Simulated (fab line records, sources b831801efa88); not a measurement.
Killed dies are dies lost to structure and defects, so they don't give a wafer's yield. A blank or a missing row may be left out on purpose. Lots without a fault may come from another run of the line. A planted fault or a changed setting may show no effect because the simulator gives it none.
Which tool did it? | flow gf180mcu | 12 lots, 36 wafers sampled, at 6 steps of a route of 602

WHAT THE GAUGES READ, wafer by wafer
GF_V3_THK_MEAS_03. Usual: V3_CVD_02_THK 843 nm, standard deviation 11.
lot  | measured     | on            | V3_CVD_02_THK (nm) | flag
L966 | day 22 11:41 | film_metro-03 | 834 841 849        |
L967 | day 22 22:58 | film_metro-02 | 837 845 834        |
L968 | day 23 00:07 | film_metro-02 | 838 822 840        |
L969 | day 23 15:50 | film_metro-03 | 829 827 844        |
L972 | day 24 10:40 | film_metro-01 | 839 841 859        |
L973 | day 25 00:22 | film_metro-03 | 829 830 839        |
L976 | day 25 18:43 | film_metro-01 | 840 1121 1115      | OFF
L978 | day 26 05:42 | film_metro-01 | 818 1130 1110      | OFF
L986 | day 28 11:13 | film_metro-03 | 829 828 827        |
L987 | day 28 18:02 | film_metro-03 | 827 845 850        |
L988 | day 29 01:31 | film_metro-03 | 840 860 846        |
L989 | day 29 11:17 | film_metro-02 | 846 851 860        |

GF_V3_CD_MEAS_14: target cd 260 nm. Usual: cd_nm 260.1 nm, standard deviation 1.2.
lot  | measured     | on        | cd_nm (nm)        | flag
L966 | day 23 11:47 | cd_sem-01 | 259.4 260.1 259.1 |
L967 | day 23 21:41 | cd_sem-01 | 258.4 259.2 259.1 |
L968 | day 23 23:13 | cd_sem-01 | 261.4 261.7 260.4 |
L969 | day 24 14:31 | cd_sem-01 | 261.2 261.2 261.1 |
L972 | day 25 06:01 | cd_sem-01 | 258.9 259.5 258.0 |
L973 | day 25 22:01 | cd_sem-02 | 258.9 259.8 259.0 |
L976 | day 26 16:02 | cd_sem-01 | 261.4 259.6 260.4 |
L978 | day 27 02:38 | cd_sem-01 | 260.0 259.7 260.7 |
L986 | day 29 06:52 | cd_sem-01 | 258.9 259.4 259.4 |
L987 | day 29 14:46 | cd_sem-02 | 261.1 261.4 261.1 |
L988 | day 29 20:44 | cd_sem-01 | 259.7 259.6 258.8 |
L989 | day 30 06:52 | cd_sem-01 | 258.7 258.2 258.1 |

WHICH TOOL RAN EACH LOT (tool, then ch and the chambers of the sampled wafers, then the start)
lot  | GF_V2_CMP_04                  | GF_M3_SPUTTER_04             | GF_V3_CVD_02                    | GF_V3_CMP_04
L966 | cmp-01 ch 0,2,3, day 20 08:02 | pvd_sputter-04, day 21 10:42 | pecvd-01 ch 0,1,2, day 22 11:37 | cmp-01 ch 0,1,3, day 22 11:47
L967 | cmp-01 ch 1,2, day 20 18:05   | pvd_sputter-01, day 21 21:57 | pecvd-04 ch 0,1,2, day 22 22:53 | cmp-01 ch 1,2, day 22 23:02
L968 | cmp-01 ch 1,2,3, day 20 21:23 | pvd_sputter-01, day 22 00:16 | pecvd-04 ch 0,1,2, day 23 00:02 | cmp-01 ch 0,1,2, day 23 00:10
L969 | cmp-01 ch 1,2,3, day 21 13:38 | pvd_sputter-01, day 22 15:19 | pecvd-04 ch 0,1, day 23 15:46   | cmp-02 ch 0,1,2, day 23 15:53
L972 | cmp-01 ch 2,3, day 22 09:11   | pvd_sputter-03, day 23 10:55 | pecvd-01 ch 0,1, day 24 10:37   | cmp-02 ch 0,1,2, day 24 10:47
L973 | cmp-02 ch 0,1, day 23 01:44   | pvd_sputter-01, day 24 02:54 | pecvd-04 ch 1,2, day 25 00:17   | cmp-01 ch 0,1,2, day 25 00:35
L976 | cmp-01 ch 0,1,2, day 23 21:38 | pvd_sputter-01, day 24 20:54 | pecvd-04 ch 0,1,2, day 25 18:38 | cmp-02 ch 1,2,3, day 25 18:46
L978 | cmp-01 ch 0,1,3, day 24 10:41 | pvd_sputter-01, day 25 07:25 | pecvd-04 ch 0,1, day 26 05:38   | cmp-01 ch 1,3, day 26 05:48
L986 | cmp-02 ch 0,1,2, day 26 16:07 | pvd_sputter-01, day 27 14:56 | pecvd-03 ch 0,1,2, day 28 11:08 | cmp-02 ch 1,2,3, day 28 11:16
L987 | cmp-02 ch 0,3, day 26 23:20   | pvd_sputter-03, day 27 21:16 | pecvd-01 ch 0,1,2, day 28 17:58 | cmp-02 ch 1,3, day 28 18:06
L988 | cmp-01 ch 1,3, day 27 06:19   | pvd_sputter-04, day 28 04:23 | pecvd-01 ch 0,2, day 29 01:26   | cmp-01 ch 0,1, day 29 01:34
L989 | cmp-02 ch 0,1,3, day 27 15:56 | pvd_sputter-03, day 28 14:39 | pecvd-03 ch 0,1, day 29 11:11   | cmp-01 ch 2,3, day 29 11:22
- GF_V2_CMP_04: polishes SiO2.
- GF_M3_SPUTTER_04: material TiN, target thk 50 nm, time 41.7 s.
- GF_V3_CVD_02: deposits SiO2 from TEOS, target thk 850 nm, time 94.851 s.
- GF_V3_CMP_04: polishes SiO2.

WHAT THE TOOLS THEMSELVES READ (means of the sampled wafers that have a number; where no wafer has one, the mark that the record gives instead)
GF_V2_CMP_04. Usual: motor_current_A 12.5 A, standard deviation 0.65; time_to_endpoint_s 81 s, standard deviation 7.
lot  | tool   | motor_current_A (A) | time_to_endpoint_s (s) | flag
L966 | cmp-01 | 12.7                | 77                     |
L967 | cmp-01 | 12.1                | 84                     |
L968 | cmp-01 | 12.3                | 81                     |
L969 | cmp-01 | 12.1                | 73                     |
L972 | cmp-01 | 12.6                | 83                     |
L973 | cmp-02 | 11.9                | 88                     |
L976 | cmp-01 | 12.4                | 77                     |
L978 | cmp-01 | 12.1                | 75                     |
L986 | cmp-02 | 12.7                | 81                     |
L987 | cmp-02 | 12.8                | 90                     |
L988 | cmp-01 | 12.4                | 77                     |
L989 | cmp-02 | 12.6                | 79                     |

GF_M3_SPUTTER_04. Usual: throttle_valve_pct 29.7 %, standard deviation 1.1.
lot  | tool           | throttle_valve_pct (%) | flag
L966 | pvd_sputter-04 | 29.3                   |
L967 | pvd_sputter-01 | 29.8                   |
L968 | pvd_sputter-01 | 30.5                   |
L969 | pvd_sputter-01 | 30.1                   |
L972 | pvd_sputter-03 | 28.7                   |
L973 | pvd_sputter-01 | 30.0                   |
L976 | pvd_sputter-01 | 30.9                   |
L978 | pvd_sputter-01 | 30.7                   |
L986 | pvd_sputter-01 | 30.1                   |
L987 | pvd_sputter-03 | 28.0                   |
L988 | pvd_sputter-04 | 29.3                   |
L989 | pvd_sputter-03 | 28.3                   |

GF_V3_CVD_02. Usual: heater_power_outer_w 365 W, standard deviation 57; heater_power_w 645 W, standard deviation 90; rf_fwd_power_W 596.2 W, standard deviation 2.5.
lot  | tool     | heater_power_outer_w (W) | heater_power_w (W) | rf_fwd_power_W (W) | flag
L966 | pecvd-01 | 420                      | 721                | 595.7              |
L967 | pecvd-04 | 361                      | 642                | 596.3              |
L968 | pecvd-04 | 321                      | 585                | 594.5              |
L969 | pecvd-04 | 317                      | 586                | 595.3              |
L972 | pecvd-01 | 424                      | 746                | 594.8              |
L973 | pecvd-04 | 360                      | 664                | 595.6              |
L976 | pecvd-04 | 319                      | 585                | 596.7              |
L978 | pecvd-04 | 324                      | 597                | 595.1              |
L986 | pecvd-03 | 371                      | 649                | 596.9              |
L987 | pecvd-01 | 411                      | 716                | 594.9              |
L988 | pecvd-01 | 415                      | 706                | 595.4              |
L989 | pecvd-03 | 382                      | 641                | 598.9              |

GF_V3_CMP_04. Usual: motor_current_A 12.6 A, standard deviation 0.78; time_to_endpoint_s 77 s, standard deviation 6.7.
lot  | tool   | motor_current_A (A) | time_to_endpoint_s (s) | flag
L966 | cmp-01 | 12.0                | 73                     |
L967 | cmp-01 | 12.4                | 75                     |
L968 | cmp-01 | 12.7                | 70                     |
L969 | cmp-02 | 12.8                | 81                     |
L972 | cmp-02 | 12.9                | 87                     |
L973 | cmp-01 | 12.6                | 69                     |
L976 | cmp-02 | 12.6                | 143                    | OFF
L978 | cmp-01 | 12.4                | 132                    | OFF
L986 | cmp-02 | 12.8                | 75                     |
L987 | cmp-02 | 12.0                | 75                     |
L988 | cmp-01 | 12.6                | 72                     |
L989 | cmp-01 | 11.9                | 73                     |

THE ANSWER, worked out from the rows above alone
Rule: a lot is off if the mean of its wafers that have a number lies more than 3 standard deviations from the usual mean. A lot without any number at a reading at which 4 lots or more have one is off too. The other lots that the step has rows for count as sound. The gauges are gone through in route order, then the tools' own readings, and for those a lot's mean is taken as printed above. The first step at which some lot is off is used, and at that step the reading that is off furthest; a lot without a number counts as furthest.
Off: L976, L978, at GF_V3_THK_MEAS_03 (V3_CVD_02_THK).
A tool fits if, at a process step before that reading, it ran every lot that is off, and no sound lot after the first of them. The gauges at GF_V3_THK_MEAS_03 aren't tried: what is off there is off at GF_V3_CMP_04 too, on other tools, and a gauge's error can't cause that. One fits: pecvd-04 at GF_V3_CVD_02. Its last sound lot is L973 (day 25 00:17), its first lot that is off L976 (day 25 18:38): a fault that began between those two fits.

WHAT THE SIMULATOR HAD PUT IN
Process parameter drift: pecvd-04, from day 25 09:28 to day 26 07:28, at GF_V3_CVD_02. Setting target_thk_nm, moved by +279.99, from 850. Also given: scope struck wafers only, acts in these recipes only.
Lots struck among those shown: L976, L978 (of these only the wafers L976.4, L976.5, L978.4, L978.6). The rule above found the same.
